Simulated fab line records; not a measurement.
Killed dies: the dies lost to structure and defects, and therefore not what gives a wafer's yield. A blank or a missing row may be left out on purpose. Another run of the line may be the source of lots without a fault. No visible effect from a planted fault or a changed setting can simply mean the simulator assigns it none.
Chamber matching    flow sky130    SKY_POLY_CUT_ETCH_10 on rie diel-04: 4 sister chambers
The step etches BARC in N2/H2, stops on SiO2, time 45.9 s, target depth 60 nm. 4 wafers are shown with their chamber, then 7 later ones without.

## WAFERS, EACH WITH ITS CHAMBER
wafer   chamber  oes product au (a.u.)
L677.3  2        0.858
L677.5  3        0.856
L680.3  1        0.854
L680.4  0        0.850

## WAFERS WITH NO CHAMBER GIVEN
wafer   oes product au (a.u.)
L680.6  0.864
L684.2  0.857
L684.4  0.849
L684.5  0.859
L689.4  0.856
L689.5  0.853
L689.6  0.857

## CHAMBER TAKEN BY EACH
wafer   from the rows above                in truth
L680.6  can't be placed: 2 or 3 or 1       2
L684.2  can't be placed: 2 or 3 or 1       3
L684.4  can't be placed: 0 or 1            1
L684.5  can't be placed: 2 or 3 or 1       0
L689.4  can't be placed: 3 or 1 or 2       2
L689.5  can't be placed: 1 or 0 or 3 or 2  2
L689.6  can't be placed: 2 or 3 or 1       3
Correctly placed: 0 of 7. These rows do not allow placing 7 (true chamber among the candidates in 6). 0 placed wrongly.
How it was worked out, from the rows above alone: a wafer's distance from a chamber is the root of the sum, over the readings, of the square of ((its reading less the chamber's mean) divided by the reading's scatter). If the next closest chamber is less than 2 further off than the closest, the wafer can't be placed; otherwise it belongs to the closest. A chamber's mean is the mean of its shown wafers. The scatter (one wafer shown for each chamber): square how far every hidden wafer sits from the nearest shown wafer, average those squares and take the square root.
